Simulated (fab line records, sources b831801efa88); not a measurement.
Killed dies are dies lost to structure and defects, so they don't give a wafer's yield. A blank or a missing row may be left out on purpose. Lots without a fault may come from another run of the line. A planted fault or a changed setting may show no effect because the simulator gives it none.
Problem report in the 8D (eight disciplines) form, filled by code | flow gf180mcu | the parts of the form that need people (team, actions taken, sign-off) are left out

1. THE PROBLEM
VT_IMPLANT_TW at GF_VT_IMPLANT_TW_MEAS_10 reads a mean of 591 on 9 wafers of 3 lots; wafers without a fault read 568 with a standard deviation of 4.3. That is +5.3 standard deviations from the usual mean.
First seen on wafer L769.1, day 7 03:50, on film_metro-02. The record holds 36 wafers of 12 lots with a number at this step. Rule for "out", or "out of limits": more than 4 standard deviations from the usual mean. The other wafers with a number count as sound.

2. WHAT IT IS AND WHAT IT IS NOT
question                    | is                     | is not
which readings at this step | VT_IMPLANT_TW          | -
which lots                  | L769, L774, L775       | L763, L765, L768, L778, L782, L783, L784, L785, L786
which wafers of those lots  | all that have a number | -
read on which gauges        | film_metro-02          | film_metro-03, film_metro-04
when                        | from day 7 03:50       | up to then (9 sound wafers); but 18 sound wafers of L778, L782, L783, L784, L785, L786 came after

3. SUSPECTS, AND WHAT RULES EACH OUT
Counting: a tool at a process step up to the reading stays a suspect if it ran every lot that is out and no sound lot after the first of them.
- the gauge at GF_VT_IMPLANT_TW_MEAS_10: ruled out. All the wafers that are out were read on film_metro-02, but those of them that GF_VT_IMPLANT_IMPLANT_08 has rows for are out there too, on other tools.
- implanter-03 at GF_VT_IMPLANT_IMPLANT_08: ruled out as a lasting fault. Sound lots L785, L786 ran on it after its first lot that is out, L769 (day 7 03:35).
Left after counting: nothing in the record.

4. THE CAUSE (what the simulator had put in)
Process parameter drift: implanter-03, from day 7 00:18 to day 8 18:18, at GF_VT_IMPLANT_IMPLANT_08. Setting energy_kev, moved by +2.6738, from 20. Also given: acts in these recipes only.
Counting ruled it out, wrongly: the rule takes a fault to strike every lot that its tool runs from its start on, and this one did not.

5. THE CHAIN OF EFFECTS, in route order
Each row: a reading whose mean over the struck wafers that have a number lies more than 3 standard deviations from the usual. Only readings for which the record gives a usual standard deviation are gone through. hours: the time from each lot's start at the first step in this table that gives one to its start at this step, as a median over the lots. sigmas: the change in usual standard deviations.
hours | step                     | reading         | usual  | on struck wafers | change | sigmas
0     | GF_VT_IMPLANT_IMPLANT_08 | beam_energy_keV | 19.999 | 22.671           | +2.672 | +99 or more
0     | GF_VT_IMPLANT_TW_MEAS_10 | VT_IMPLANT_TW   | 568    | 591              | +23    | +5.3
The process steps in it:
- GF_VT_IMPLANT_IMPLANT_08

6. WHAT WOULD HAVE CAUGHT IT SOONER
In this record the first reading out of limits at a measuring or inspecting step was taken at day 7 03:50, 4 hours after the fault began at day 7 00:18.
The tool's own readings at GF_VT_IMPLANT_IMPLANT_08 were out on every struck wafer that the step has a row for (beam_energy_keV): an alarm limit on them would have fired on the first of those.
